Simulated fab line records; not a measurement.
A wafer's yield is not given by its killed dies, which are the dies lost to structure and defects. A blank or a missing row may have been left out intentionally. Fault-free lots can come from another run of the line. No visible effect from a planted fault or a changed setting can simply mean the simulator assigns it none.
Which of the tools did it? | flow gf180mcu | Sampling: 11 lots, 33 wafers, 3 of 602 route steps

## WHAT THE GAUGES SHOWED, per wafer
GF_PASSIVATION_THK_MEAS_01.
lot  | measured     | on           | PASSIVATION_CVD_00_THK (nm)
L245 | day 29 08:53 | filmMetro-03 | 1002 1002 1023
L246 | day 29 18:28 | filmMetro-03 | 996 998 1009
L247 | day 30 09:23 | filmMetro-03 | 1018 1019 1018
L250 | day 30 20:20 | filmMetro-02 | 969 981 1011
L251 | day 31 02:35 | filmMetro-03 | 1006 1018 996
L252 | day 31 07:55 | filmMetro-02 | 986 1010 1004
L253 | day 31 10:47 | filmMetro-02 | 1003 996 1004
L254 | day 32 00:23 | filmMetro-03 | 1001 987 1012
L257 | day 32 13:14 | filmMetro-02 | 1106 1108 1113 1108 1107 1112
L259 | day 33 00:24 | filmMetro-03 | 1095 1122 1121 1095 1122 1121
L265 | day 34 10:32 | filmMetro-03 | 980 974 1014

## TOOL THAT RAN EACH LOT (tool first, then ch and the chambers of the sampled wafers, then the start)
lot  | GF_TOP_METAL_SPUTTER_00     | GF_PASSIVATION_CVD_00
L245 | pvdSputter-01, day 28 12:52 | pecvd-04 ch 0,1, day 29 08:49
L246 | pvdSputter-01, day 28 21:55 | pecvd-04 ch 0,1, day 29 18:23
L247 | pvdSputter-01, day 29 13:24 | pecvd-04 ch 0,1,2, day 30 09:18
L250 | pvdSputter-02, day 30 00:53 | pecvd-01 ch 0,1, day 30 20:15
L251 | pvdSputter-03, day 30 07:31 | pecvd-01 ch 0,1,2, day 31 02:31
L252 | pvdSputter-03, day 30 12:12 | pecvd-04 ch 0,1,2, day 31 07:50
L253 | pvdSputter-01, day 30 15:21 | pecvd-04 ch 0,1,2, day 31 10:41
L254 | pvdSputter-02, day 31 06:29 | pecvd-02 ch 1,2, day 32 00:17
L257 | pvdSputter-01, day 31 19:09 | pecvd-04 ch 0,1, day 32 13:09
L259 | pvdSputter-02, day 32 06:48 | pecvd-04 ch 0,1, day 33 00:18
L265 | pvdSputter-02, day 33 19:45 | pecvd-01 ch 0,1,2, day 34 10:28
- GF_TOP_METAL_SPUTTER_00: material Ti, target thk 37.5 nm, time 150 s.
- GF_PASSIVATION_CVD_00: deposits SiO2 from TEOS, target thk 1000 nm, time 111.95 s.

## THE ANSWER, worked out from the rows above alone
Rule: usual is defined by the lots themselves. Put in order of their means at a reading, lots are off if they are a third of the lots or fewer, leave a main group of 4 or more, and stand apart from it by a gap of 3 or more times the standard deviation of the main group's means; of several such gaps the widest counts. A main group whose means are all the same, to the digits that the tables above print for the reading, isn't used. Also off: a lot with no number at a reading for which 4 or more lots have one. All remaining lots with rows at the step are treated as sound.
Off: L257, L259, at GF_PASSIVATION_THK_MEAS_01 (PASSIVATION_CVD_00_THK). Main group: mean 1001 nm, sd 9.
A tool fits if, at a process step before that reading, it ran every lot that is off, and no sound lot after the first of them. Those tools and the gauges at GF_PASSIVATION_THK_MEAS_01 are tried in the same way. One candidate fits, namely pecvd-04 at GF_PASSIVATION_CVD_00. Its last sound lot is L253 (day 31 10:41), its first lot that is off L257 (day 32 13:09): a fault that began between those two fits.

## WHAT THE SIMULATOR PUT IN
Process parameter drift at GF_PASSIVATION_CVD_00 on pecvd-04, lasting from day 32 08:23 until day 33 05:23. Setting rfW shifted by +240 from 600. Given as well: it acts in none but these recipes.
Shown lots that were struck: L257, L259. The rule given above showed the same thing.
